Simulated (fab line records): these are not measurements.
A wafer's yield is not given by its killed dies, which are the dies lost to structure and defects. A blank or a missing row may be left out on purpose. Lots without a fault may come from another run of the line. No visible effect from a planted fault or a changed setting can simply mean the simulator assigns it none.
A lot that was struck, set against a sound lot | flow sfq_line | 24 steps out of a route of 325
Sound: these wafers, L266.2, L266.3, L266.4. Wafers L263.2, L263.4, L263.5 were the ones struck. The cause is named last.
Order at every step that has rows: each side's tool, ch and its chambers, its first start. Under that, the readings that differ: sound wafers | struck wafers | difference of the means | sigmas: that difference in standard deviations of wafers without a fault.
alike: readings whose means differ by less than 2 such deviations, and words and numbers that are the same on both sides. not compared: withheld readings, readings that some wafer has no value for, bounds like >300 that may hide the same value, and numbers for which the record gives no deviation and whose values overlap.
Wherever a step has rows on one side only, a row that says differs or no value, or a row with sigmas, the two part there. Non-overlapping numbers with no deviation appear without sigmas and do not part them. A reading missing from all wafers of one side parts the sides only when that side holds two or more wafers.

first, 1 step without rows for these wafers: SFQ_TRILAYER_M0_STRIP_SOLV_CLEAN_026 (cleans in NMP, time 600 s).
SFQ_TRILAYER_I0_DEP_PECVD_027: deposits SiO2 from SiH4/N2O, time 111.11 s, target thk 500 nm.
  sound on pecvd-02 ch 0,1, day 16 10:37; struck on pecvd-02 ch 1,2, day 15 09:58
  alike: chamber_pressure_Torr, heater_power_outer_w, heater_power_w, throttle_valve_pct
SFQ_TRILAYER_I0_CMP_CMP_028: polishes SiO2.
  sound on cmp-01 ch 0,1,3, day 16 10:41; struck on cmp-01 ch 0,1,3, day 15 11:39
  alike: edge_zone_pressure_frac, motor_current_A, time_to_endpoint_s
SFQ_I0_BOW_MEAS_907:
  struck on film_metro-01, day 15 13:40; sound on film_metro-03, day 16 13:43
  alike: I0_BOW
SFQ_TRILAYER_I0_METRO_MEASURE_029:
  struck on film_metro-01, day 15 13:58; sound on film_metro-03, day 16 14:01
  alike: thk_nm
then, 6 steps without rows for these wafers: SFQ_TRILAYER_I0_VIA_LITHO_COAT_036 (resist thk 62 nm); SFQ_TRILAYER_I0_VIA_LITHO_COAT_031 (resist thk 650 nm); SFQ_TRILAYER_I0_VIA_LITHO_SOFTBAKE_035; SFQ_TRILAYER_I0_VIA_LITHO_EXPOSE_032 (exposes mask I0, target cd 500 nm); SFQ_TRILAYER_I0_VIA_LITHO_PEB_034 (peb time 60 s); SFQ_TRILAYER_I0_VIA_LITHO_DEVELOP_033 (time 60 s).
SFQ_I0_OVL_MEAS_908:
  struck on overlay-01, day 15 17:47; sound on overlay-01, day 16 17:16
  alike: I0_OVL
SFQ_TRILAYER_I0_VIA_BARC_OPEN_VIA_ETCH_046: etches BARC in O2, target depth 125 nm, time 41.7 s.
  sound on rie_diel-04 ch 0,1,2, day 16 17:18; struck on rie_diel-01 ch 0,2,3, day 15 17:49
  no value came back on the struck wafers for any of 5 readings (bias_w (W), chamber_pressure_mTorr (mTorr) and others); on the sound wafers bias_w (W) reads 79.81 80.26 80.34
  reading                                                 | sound             | struck        | difference | sigmas
  model.KrF_of_TRILAYER_I0_VIA_LITHO_COAT_031.thk_nm (nm) | 571.5 574.4 573.1 | 625.8 625 626 | +52.6      |
SFQ_TRILAYER_I0_VIA_ETCH_VIA_ETCH_034: etches SiO2 in CHF3, stops on Nb, target depth 260 nm.
  sound on rie_diel-04 ch 0,1,2, day 16 17:20; struck on rie_diel-01 ch 0,2,3, day 15 17:51
  reading                                                 | sound             | struck            | difference | sigmas
  oes_product_au (a.u.)                                   | 0.855 0.855 0.864 | 0.373 0.379 0.373 | -0.483     | -91
  model.KrF_of_TRILAYER_I0_VIA_LITHO_COAT_031.thk_nm (nm) | 525.7 529.8 527.9 | 580.3 581.4 581   | +53.1      |
  alike: bias_w, chamber_pressure_mTorr, drypump_motor_current_A
SFQ_TRILAYER_I0_VIA_STRIP_STRIP_035: strips in O2.
  sound on rie_metal-04 ch 0,1, day 16 17:27; struck on rie_metal-02 ch 0,1, day 15 17:58
  alike: drypump_motor_current_A, oes_product_au
  not compared: rf_hours_counter_h
then, 2 steps without rows for these wafers: SFQ_TRILAYER_I0_VIA_STRIP_SOLV_CLEAN_036 (cleans in NMP, time 600 s); SFQ_TRILAYER_M1_DEP_PRE_CLEAN_038 (time 22.5 s).
SFQ_TRILAYER_M1_DEP_SPUTTER_037: material Nb, target thk 200 nm, time 133.3 s.
  struck on pvd_sputter-03, day 15 18:46; sound on pvd_sputter-03, day 16 18:16
  alike: throttle_valve_pct
SFQ_M1_RS_MEAS_909: the measuring method here is four-point-probe.
  struck on film_metro-01, day 15 18:52; sound on film_metro-01, day 16 18:23
  alike: M1_NB_RS
then, 3 steps without rows for these wafers: SFQ_TRILAYER_M1_LITHO_COAT_044 (resist thk 62 nm); SFQ_TRILAYER_M1_LITHO_COAT_039 (resist thk 600 nm); SFQ_TRILAYER_M1_LITHO_SOFTBAKE_043.
-- the record jumps here: 6 days lie between the struck wafers' starts before and after --
SFQ_TRILAYER_M1_LITHO_EXPOSE_040: exposes mask M1, target cd 500 nm.
  sound on krf_scanner-02 ch 0; struck on krf_scanner-01, day 22 05:31
  no value came back on the struck wafers for exposure_dose_mJ_cm2, focus_offset_nm (nm), na; on the sound wafers exposure_dose_mJ_cm2 reads 14.412 14.409 14.419
  alike: mask
then, 1 step without rows for these wafers: SFQ_TRILAYER_M1_LITHO_PEB_042 (peb time 60 s).

WHERE THEY PART
Last at SFQ_TRILAYER_M1_LITHO_EXPOSE_040 as far as this record goes, first at SFQ_TRILAYER_I0_VIA_BARC_OPEN_VIA_ETCH_046.

WHY: what the simulator had put in
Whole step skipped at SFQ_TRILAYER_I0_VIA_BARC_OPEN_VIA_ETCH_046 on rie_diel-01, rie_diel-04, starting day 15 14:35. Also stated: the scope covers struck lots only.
